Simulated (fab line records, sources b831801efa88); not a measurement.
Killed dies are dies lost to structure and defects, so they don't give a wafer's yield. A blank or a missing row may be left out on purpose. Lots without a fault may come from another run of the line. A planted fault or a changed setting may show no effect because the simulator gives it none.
Chamber matching | flow sky130 | SKY_LI_CONTACT_ETCH_15 on rie_diel-01: 4 sister chambers
The step etches PSG in C4F8/O2/Ar, stops on Si, target depth 600 nm. 18 wafers are shown with their chamber, then 9 later ones without.

WAFERS WITH THEIR CHAMBER
wafer  | chamber | oes_product_au (a.u.) | chamber_pressure_mTorr (mTorr)
L077.2 | 2       | 0.835                 | 40.03
L077.5 | 0       | 0.829                 | 39.99
L077.6 | 3       | 0.835                 | 40.02
L078.1 | 1       | 0.842                 | 40.04
L078.5 | 2       | 0.837                 | 40.00
L078.6 | 1       | 0.836                 | 39.94
L082.3 | 3       | 0.835                 | 39.99
L082.4 | 1       | 0.842                 | 40.00
L082.5 | 2       | 0.841                 | 40.03
L083.1 | 3       | 0.827                 | 39.97
L083.5 | 3       | 0.844                 | 39.95
L083.6 | 2       | 0.833                 | 40.02
L089.3 | 0       | 0.836                 | 39.97
L089.5 | 3       | 0.835                 | 40.04
L089.6 | 2       | 0.839                 | 40.02
L090.1 | 1       | 0.833                 | 40.00
L090.2 | 2       | 0.837                 | 40.01
L090.6 | 2       | 0.840                 | 39.98

SIGNATURES (means of the wafers above)
reading                | chamber 0 | chamber 1 | chamber 2 | chamber 3 | scatter within a chamber
oes_product_au         | 0.83250   | 0.83825   | 0.83743   | 0.83520   | 0.00445
chamber_pressure_mTorr | 39.9800   | 39.9950   | 40.0129   | 39.9940   | 0.03
Rule: a wafer's distance from a chamber is the root of the sum, over the readings, of the square of ((its reading less the chamber's mean) divided by the reading's scatter). The wafer belongs to the nearest chamber; if the next one is less than 2 further off, it can't be placed. The scatter: the root of (the sum of the squares of (reading less its chamber's mean) over the shown wafers, divided by (wafers less chambers)).

WAFERS WITHOUT THEIR CHAMBER
wafer  | oes_product_au (a.u.) | chamber_pressure_mTorr (mTorr)
L092.1 | 0.838                 | 39.99
L092.4 | 0.833                 | 39.95
L092.5 | 0.837                 | 40.00
L094.2 | 0.830                 | 39.97
L094.3 | 0.839                 | 39.90
L094.5 | 0.840                 | 39.96
L096.1 | 0.831                 | 39.97
L096.4 | 0.847                 | 40.03
L096.6 | 0.838                 | 40.03

WHICH CHAMBER EACH WENT THROUGH
wafer  | from the rows above               | in truth
L092.1 | can't be placed: 1 or 3 or 2 or 0 | 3
L092.4 | can't be placed: 0 or 3 or 1 or 2 | 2
L092.5 | can't be placed: 1 or 2 or 3 or 0 | 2
L094.2 | can't be placed: 0 or 3 or 1 or 2 | 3
L094.3 | can't be placed: 0 or 1 or 3 or 2 | 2
L094.5 | can't be placed: 1 or 3 or 0 or 2 | 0
L096.1 | can't be placed: 0 or 3 or 1 or 2 | 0
L096.4 | can't be placed: 2 or 1 or 3 or 0 | 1
L096.6 | can't be placed: 2 or 1 or 3 or 0 | 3
Placed correctly: 0 of 9. Can't be placed from these rows: 9 (the true chamber is among the candidates in 9). Placed wrongly: 0.
